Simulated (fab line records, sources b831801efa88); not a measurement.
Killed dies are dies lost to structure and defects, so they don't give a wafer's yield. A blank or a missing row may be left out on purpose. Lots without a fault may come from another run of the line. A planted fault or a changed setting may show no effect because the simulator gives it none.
fab line records | flow sfq_line
record lots=6 wafers=18 last_day=83
route steps=325 shown M1@62 I1@73
lots that met no fault: from a run of the same line without faults
start_h: hours from the record's first day to the start of the lot's first wafer shown | wait_h: hours since the lot's step before | " the same as in the row above | L1.1+2: a row that stands for several wafers | - no value, or no start given | * or withheld: withheld | < > ~ a bound
route shown NAME@n: a module of which the file shows steps, and the number in the route of the first | usual: mean/standard deviation of fault-free wafers | same: alike in all rows | chamber/n: place in a boat | sites: the reading at each site | _std_site: their standard deviation | _edge_site: outer sites' mean less inner sites' | radius_mm: how far each site lies from the wafer's centre | mask NAME#n: copy n | behind: the tool/chamber that last shaped the wafer | hold: why the lot was held/for how many hours/how that ended | device: the transistor (n, p or np) that didn't switch | end of line: the same wafers' tests at the end of the route | a step without rows: its recipe alone | killed: dies lost to structure and defects at the first sort, not the wafer's yield | map: a wafer's dies, x killed, . not, _ none there
set.NAME: the setting as run; set.NAME@STEP: as run at that earlier step | model.NAME: the simulator's own value behind a step, which no gauge read
lots at some steps of the route; a table a step, a row a wafer
services: from which hour (start_h, from the record's first day; less than 0 if before it) a tool's chamber was out of use, for how many hours, and why
## steps
# step SFQ_TRILAYER_M1_LITHO_COAT_044
# recipe resist=BARC spin_rpm=3000 resist_thk_nm=62
# step SFQ_TRILAYER_M1_LITHO_COAT_039
# recipe resist=KrF spin_rpm=3000 resist_thk_nm=600
# step SFQ_TRILAYER_M1_LITHO_SOFTBAKE_043
# recipe temp_c=withheld time_s=withheld resist=KrF
# step SFQ_TRILAYER_M1_LITHO_EXPOSE_040
# recipe mask_id=M1 na=0.6 source_shape=conventional sigma_outer=0.65 target_cd_nm=500 dose_mj=14.4
# step SFQ_TRILAYER_M1_LITHO_PEB_042
# recipe peb_temp_c=115 peb_time_s=60 resist=KrF
# step SFQ_TRILAYER_M1_LITHO_DEVELOP_041
# recipe time_s=60 resist=KrF
# step SFQ_M1_OVL_MEAS_911
# usual M1_OVL=-3/6
# columns lot.wafer tool chamber start_h wait_h M1_OVL[nm]
L927.3 overlay-02 - 485.59 0.1 0
L927.5 " - " " 3
L927.6 " - " " 4
L935.1 overlay-01 - 567.85 0.2 -13
L935.2 " - " " -12
L935.5 " - " " -11
L938.1 overlay-01 - 600.22 0.1 -2
L938.5 " - " " 1
L938.6 " - " " -10
L939.1 overlay-02 - 606.22 0.1 -6
L939.2 " - " " -4
L939.6 " - " " -6
L940.1 overlay-01 - 614.80 0.1 -3
L940.3 " - " " 4
L940.6 " - " " 0
L941.2 overlay-02 - 626.80 0.1 -2
L941.3 " - " " 6
L941.4 " - " " 0
# step SFQ_TRILAYER_M1_BARC_OPEN_METAL_ETCH_054
# recipe mask_material=PR chemistry=O2 target_depth_nm=125 target=BARC icp_w=600 bias_w=80 pressure_mtorr=10 time_s=41.7
# usual drypump_motor_current_A=5.3/0.34 oes_product_au=0.685/0.0051
# columns lot.wafer tool chamber start_h wait_h drypump_motor_current_A oes_product_au rf_hours_counter_h
L927.3 rie_metal-01 1 485.63 0.0 5.6 0.688 -
L927.5 " 0 " " 5.2 0.676 -
L927.6 " 1 " " 5.6 0.686 -
L935.1 rie_metal-01 0 567.89 0.0 5.2 0.684 137
L935.2 " 1 " " 5.6 0.683 114
L935.5 " 0 " " 5.2 0.696 -
L938.1 rie_metal-03 0 600.26 0.0 4.7 0.686 56
L938.5 " 0 " " 4.8 0.692 -
L938.6 " 1 " " 5.8 0.680 -
L939.1 rie_metal-04 0 606.26 0.0 5.0 0.687 8
L939.2 " 1 " " 5.5 0.675 36
L939.6 " 0 " " 5.1 0.680 -
L940.1 rie_metal-01 1 614.83 0.0 5.6 0.683 122
L940.3 " 1 " " 5.6 0.681 -
L940.6 " 1 " " 5.6 0.689 -
L941.2 rie_metal-01 0 626.83 0.0 5.2 0.680 147
L941.3 " 1 " " 5.6 0.691 -
L941.4 " 0 " " 5.2 0.677 -
# step SFQ_TRILAYER_M1_ETCH_METAL_ETCH_042
# recipe target=Nb stop_on=SiO2 mask_material=PR chemistry=Cl2/Ar target_depth_nm=240 icp_w=600 bias_w=80 pressure_mtorr=10 time_s=120
# usual drypump_motor_current_A=5.3/0.34 oes_product_au=0.895/0.0069
# columns lot.wafer tool chamber start_h wait_h drypump_motor_current_A oes_product_au rf_hours_counter_h
L927.3 rie_metal-01 1 485.71 0.1 5.6 0.894 -
L927.5 " 0 " " 5.2 0.900 -
L927.6 " 1 " " 5.6 0.892 -
L935.1 rie_metal-01 0 567.95 0.0 5.2 0.900 137
L935.2 " 1 " " 5.6 0.907 114
L935.5 " 0 " " 5.2 0.901 -
L938.1 rie_metal-03 0 600.32 0.0 4.8 0.896 56
L938.5 " 0 " " 4.8 0.901 -
L938.6 " 1 " " 5.7 0.908 -
L939.1 rie_metal-04 0 606.32 0.0 5.0 0.896 8
L939.2 " 1 " " 5.5 0.899 36
L939.6 " 0 " " 5.0 0.904 -
L940.1 rie_metal-01 1 614.89 0.0 5.6 0.891 122
L940.3 " 1 " " 5.6 0.904 -
L940.6 " 1 " " 5.6 0.904 -
L941.2 rie_metal-01 0 626.89 0.0 5.2 0.896 147
L941.3 " 1 " " 5.6 0.899 -
L941.4 " 0 " " 5.2 0.906 -
# step SFQ_TRILAYER_M1_STRIP_STRIP_043
# recipe gas=O2 power_w=200 platen_temp_c=40 overash_fraction=0.65 chemistry=O2 pressure_mtorr=50
# usual drypump_motor_current_A=5.3/0.34 oes_product_au=1.005/0.0068
# columns lot.wafer tool chamber start_h wait_h drypump_motor_current_A oes_product_au rf_hours_counter_h
L927.3 rie_metal-01 1 485.99 0.2 5.6 1.012 -
L927.5 " 0 " " 5.2 1.010 -
L927.6 " 1 " " 5.6 1.012 -
L935.1 rie_metal-01 0 568.07 0.1 5.2 1.005 137
L935.2 " 1 " " 5.6 1.011 115
L935.5 " 0 " " 5.2 1.007 -
L938.1 rie_metal-03 0 600.44 0.1 4.8 0.996 56
L938.5 " 0 " " 4.8 1.005 -
L938.6 " 1 " " 5.7 0.996 -
L939.1 rie_metal-04 0 606.44 0.1 5.0 1.009 8
L939.2 " 1 " " 5.4 1.002 36
L939.6 " 0 " " 5.1 1.003 -
L940.1 rie_metal-01 1 615.02 0.1 5.6 1.005 122
L940.3 " 1 " " 5.6 1.004 -
L940.6 " 1 " " 5.6 1.000 -
L941.2 rie_metal-01 0 627.02 0.1 5.2 0.998 147
L941.3 " 1 " " 5.6 1.016 -
L941.4 " 0 " " 5.2 1.010 -
# step SFQ_TRILAYER_M1_STRIP_SOLV_CLEAN_044
# recipe chemistry=NMP temp_c=70 time_s=600
# step SFQ_TRILAYER_I1_DEP_PECVD_045
# recipe material=SiO2 temp_c=150 time_s=111.11 pressure_torr=2.4 rf_w=183.3 precursor=SiH4/N2O target_thk_nm=500
# usual heater_power_w=82/13 rf_fwd_power_W=182.1/0.63 throttle_valve_pct=24.4/1.3
# columns lot.wafer tool chamber start_h wait_h heater_power_w rf_fwd_power_W throttle_valve_pct model.SiO2_of_TRILAYER_I1_DEP_PECVD_045.thk_nm
L927.3 pecvd-04 2 486.62 0.0 69 181.0 23.8 506.9
L927.5 " 2 " " 71 181.6 23.9 510.2
L927.6 " 0 " " 69 181.9 25.0 501.7
L935.1 pecvd-02 2 568.85 0.0 78 182.8 22.6 503.9
L935.2 " 0 " " 93 181.7 24.8 498.4
L935.5 " 2 " " 83 181.6 22.7 503.4
L938.1 pecvd-01 1 601.22 0.0 77 182.5 23.5 492.7
L938.5 " 0 " " 69 180.8 22.7 490
L938.6 " 1 " " 80 182.3 23.5 498.2
L939.1 pecvd-04 2 607.22 0.0 75 153.0 24.0 478.4
L939.2 " 1 " " 127 152.8 25.1 467.2
L939.6 " 2 " " 79 152.5 24.4 482.2
L940.1 pecvd-02 1 615.79 0.0 87 182.5 22.9 501.7
L940.3 " 0 " " 82 182.6 24.9 497.3
L940.6 " 1 " " 68 182.0 23.0 510.1
L941.2 pecvd-04 1 627.97 0.0 112 152.7 25.4 478.2
L941.3 " 0 " " 87 152.3 26.0 478.4
L941.4 " 1 " " 124 152.8 25.2 478.2
# step SFQ_TRILAYER_I1_CMP_CMP_046
# recipe material=SiO2 down_force_psi=3 platen_rpm=60 pad_velocity_m_s=0.94248
# usual edge_zone_pressure_frac=1.000/0.0045 motor_current_A=9.3/0.7 slurry_filter_dp_kPa=13.50/0.16 time_to_endpoint_s=216/7
# columns lot.wafer tool chamber start_h wait_h edge_zone_pressure_frac motor_current_A slurry_filter_dp_kPa time_to_endpoint_s
L927.3 cmp-01 1 491.69 5.0 1.007 10.2 13.58 213
L927.6 " 1 493.69 7.0 1.003 10.0 13.69 212
L927.5 " 2 " " 1.004 10.2 13.47 221
L935.2 cmp-02 3 587.00 18.1 1.001 8.9 13.65 205
L935.1 " 0 " " 0.999 8.5 13.57 212
L935.5 " 2 588.50 19.6 0.992 9.1 13.29 208
L938.1 cmp-02 1 617.50 16.2 0.995 9.9 13.33 200
L938.5 " 2 " " 0.998 8.3 13.58 200
L938.6 " 3 " " 1.001 8.9 13.43 208
L939.2 cmp-01 2 623.90 16.6 1.004 9.6 13.13 194
L939.1 " 3 " " 0.996 10.9 13.60 202
L939.6 " 0 " " 0.997 8.9 13.71 212
L940.3 cmp-02 3 631.00 15.2 0.996 8.6 13.25 212
L940.1 " 0 " " 0.993 9.0 13.32 217
L940.6 " 3 633.00 17.1 1.008 8.4 13.72 215
L941.4 cmp-02 2 643.00 15.0 1.001 8.7 13.28 191
L941.3 " 3 " " 1.010 8.9 13.38 196
L941.2 " 1 644.50 16.5 0.997 9.1 13.49 195
## services
# columns tool chamber start_h hours kind
cmp-01 - 471.37 0.4 repair
cmp-02 - 477.38 1.0 repair
pecvd-04 1 482.45 10.7 repair
pecvd-02 - 485.83 2.6 repair
rie_metal-01 0 509.01 4.1 repair
cmp-02 - 513.33 14.7 pm
pecvd-01 2 516.08 10.4 repair
pecvd-04 1 523.58 7.0 repair
rie_metal-04 0 547.12 - clean
rie_metal-04 0 547.12 15.2 scheduled_down
rie_metal-04 0 547.12 15.2 vent_cycle
pecvd-01 - 563.75 14.0 pm
pecvd-01 0 563.75 14.0 vent_cycle
pecvd-01 1 563.75 14.0 vent_cycle
pecvd-01 2 563.75 14.0 vent_cycle
cmp-01 - 563.92 5.0 pm
pecvd-01 0 577.75 - clean
pecvd-01 1 577.75 - clean
pecvd-01 2 577.75 - clean
cmp-02 - 579.00 4.0 pm
cmp-02 - 583.00 - consumable_replace:conditioner
cmp-02 - 583.00 - consumable_replace:pad
pecvd-01 - 615.98 0.7 repair
## key
first_sign step=SFQ_TRILAYER_I1_DEP_PECVD_045 reading=rf_fwd_power_W direction=down sigmas=46 usual=182.1 struck=152.7
effect none on later readings
model_effect step=SFQ_TRILAYER_I1_DEP_PECVD_045 value=SiO2_of_TRILAYER_I1_DEP_PECVD_045.thk_nm without=502.5 struck=477.1
met_at SFQ_TRILAYER_I1_DEP_PECVD_045
struck_wafers L939.1,L939.2,L939.6,L941.2,L941.3,L941.4
onset_between 486.62 607.22
fault kind=process_parameter_drift tool=pecvd-04 chamber=- onset_h=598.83 steps=SFQ_TRILAYER_I1_DEP_PECVD_045 channel=rf_w offset=-29.328 shape=step end_h=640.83 acts_in=these_recipes_only stated=183.3
